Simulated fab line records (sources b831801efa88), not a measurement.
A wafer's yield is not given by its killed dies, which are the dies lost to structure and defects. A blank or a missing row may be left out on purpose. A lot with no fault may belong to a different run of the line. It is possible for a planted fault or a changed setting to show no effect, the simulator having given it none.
One fault through the eyes of 2 desks -- flow sky130 -- each desk has only its own numbers; what lay behind them comes last

## THE TOOL OWNER'S DESK: implanter-03
The tool's own readings at SKY_NWELL_IMPLANT_13: means of the sampled wafers that have a number, for each lot that ran on this tool. Any lot whose mean is over 4 standard deviations away from the usual mean is out of limits and marked OUT; that distance is given in the brackets.
Columns: A = dose-ions-cm2 at SKY_NWELL_IMPLANT_13, usual 6.999e+11; B = faraday-current-uA at SKY_NWELL_IMPLANT_13, usual 3.95
lot,first seen here,A,B
L567,day 5 16:07,7.002e+11,3.92
L569,day 6 05:37,7.002e+11,3.89
L581,day 9 03:49,5.128e+11 (-99 or more) OUT,2.89 (-15) OUT
L582,day 9 12:22,5.104e+11 (-99 or more) OUT,2.93 (-14) OUT
This desk's verdict: out of limits on L581, L582, starting with L581 at day 9 03:49 (dose-ions-cm2 at SKY_NWELL_IMPLANT_13). L567, L569: within limits.

## AT THE METROLOGY DESK
What the gauges read for every lot (on any tool): the sampled wafers with a number, averaged. Any lot whose mean is over 4 standard deviations away from the usual mean is out of limits and marked OUT; that distance is given in the brackets.
Columns: A = NWELL_OXIDATION_THK at SKY_NWELL_THK_MEAS_02, usual 10.01 nm; B = NWELL_00_OVL at SKY_NWELL_OVL_MEAS_10, usual -0.8 nm; C = NWELL_RS at SKY_NWELL_RS_MEAS_29, usual 624.0 ohm/sq
lot,first seen here,A,B,C
L562,day 2 09:40,9.84,-2.1,624.3
L565,day 3 02:40,10.36,-2.1,624.0
L567,day 3 15:18,10.01,-1.7,623.9
L568,day 3 21:05,10.02,-0.3,622.9
L569,day 4 01:28,10.00,-0.6,623.0
L570,day 4 02:43,10.01,0.2,624.4
L573,day 4 23:43,9.63,-0.6,624.8
L581,day 6 13:16,10.00,2.3,630.3 (+4.2) OUT
L582,day 6 20:19,10.03,-1.3,630.7 (+4.4) OUT
L583,day 7 02:34,10.26,-0.4,624.0
L584,day 7 06:22,9.81,-0.6,624.7
L585,day 7 14:02,9.98,0.1,623.0
Finding of this desk: L581, L582 out of limits, first seen on L581 at day 10 03:38 (NWELL_RS at SKY_NWELL_RS_MEAS_29). L562, L565, L567, L568, L569, L570, L573, L583, L584, L585: within limits.

## TAKEN TOGETHER
On L581, L582, at day 9 03:49, an alarm was possible from the tool owner's desk.
At day 10 03:38 the metrology desk could have sounded an alarm, on L581, L582.
On implanter-03, each named lot ran SKY_NWELL_IMPLANT_13.

## WHAT WAS PUT IN BY THE SIMULATOR
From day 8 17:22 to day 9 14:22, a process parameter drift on implanter-03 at SKY_NWELL_IMPLANT_13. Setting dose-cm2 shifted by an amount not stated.
Struck lots among those shown: L581, L582.
Counting hours from when the fault started, the first reading out of limits came at 10 for the tool owner's desk and at 34 for the metrology desk.
